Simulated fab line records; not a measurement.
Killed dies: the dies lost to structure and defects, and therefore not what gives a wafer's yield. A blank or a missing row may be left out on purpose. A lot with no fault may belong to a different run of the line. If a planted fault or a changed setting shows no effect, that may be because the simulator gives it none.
Matching of chambers :: flow sky130 :: 4 sister chambers for SKY_VIA2_ETCH_14 on rie_diel-03
The step etches BARC in N2/H2, stops on SiO2, time 45.9 s, target depth 60 nm. 8 wafers are shown with their chamber, then 7 later ones without.

## WAFERS, EACH WITH ITS CHAMBER
wafer: L857.6
chamber: 3
drypump_motor_current_A (A): 5.8
rf_fwd_power_W (W): 495.2

wafer: L858.5
chamber: 2
drypump_motor_current_A (A): 6.2
rf_fwd_power_W (W): 500.4

wafer: L861.1
chamber: 3
drypump_motor_current_A (A): 5.7
rf_fwd_power_W (W): 493.8

wafer: L862.2
chamber: 1
drypump_motor_current_A (A): 5.2
rf_fwd_power_W (W): 491.4

wafer: L862.4
chamber: 0
drypump_motor_current_A (A): 6.4
rf_fwd_power_W (W): 497.5

wafer: L862.5
chamber: 2
drypump_motor_current_A (A): 6.3
rf_fwd_power_W (W): 496.3

wafer: L873.2
chamber: 1
drypump_motor_current_A (A): 5.2
rf_fwd_power_W (W): 492.7

wafer: L873.3
chamber: 0
drypump_motor_current_A (A): 6.4
rf_fwd_power_W (W): 495.9

## WAFERS WHOSE CHAMBER IS MISSING
wafer: L873.6
drypump_motor_current_A (A): 6.2
rf_fwd_power_W (W): 498.4

wafer: L874.1
drypump_motor_current_A (A): 6.3
rf_fwd_power_W (W): 498.1

wafer: L874.5
drypump_motor_current_A (A): 6.2
rf_fwd_power_W (W): 498.0

wafer: L874.6
drypump_motor_current_A (A): 5.3
rf_fwd_power_W (W): 492.5

wafer: L877.2
drypump_motor_current_A (A): 5.2
rf_fwd_power_W (W): 493.4

wafer: L877.4
drypump_motor_current_A (A): 6.2
rf_fwd_power_W (W): 496.9

wafer: L877.5
drypump_motor_current_A (A): 6.3
rf_fwd_power_W (W): 498.1

## EACH ONE'S CHAMBER
wafer: L873.6
from the rows above: 2
in truth: 2

wafer: L874.1
from the rows above: can't be placed: 2 or 0
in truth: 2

wafer: L874.5
from the rows above: 2
in truth: 2

wafer: L874.6
from the rows above: 1
in truth: 1

wafer: L877.2
from the rows above: 1
in truth: 1

wafer: L877.4
from the rows above: 2
in truth: 2

wafer: L877.5
from the rows above: can't be placed: 2 or 0
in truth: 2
Placed correctly: 5 of 7. Unplaceable from these rows: 2, with the true chamber sitting among the candidates in 2. 0 placed wrongly.
How it was worked out, from the rows above alone: a wafer's distance from a chamber is the root of the sum, over the readings, of the square of ((its reading less the chamber's mean) divided by the reading's scatter). The wafer belongs to the nearest chamber; if the next one is less than 2 further off, it can't be placed. Each chamber's mean is taken over the wafers shown for it. The scatter is the square root of a quotient: the sum, over the shown wafers, of each reading's squared deviation from its chamber's mean, divided by wafers minus chambers.
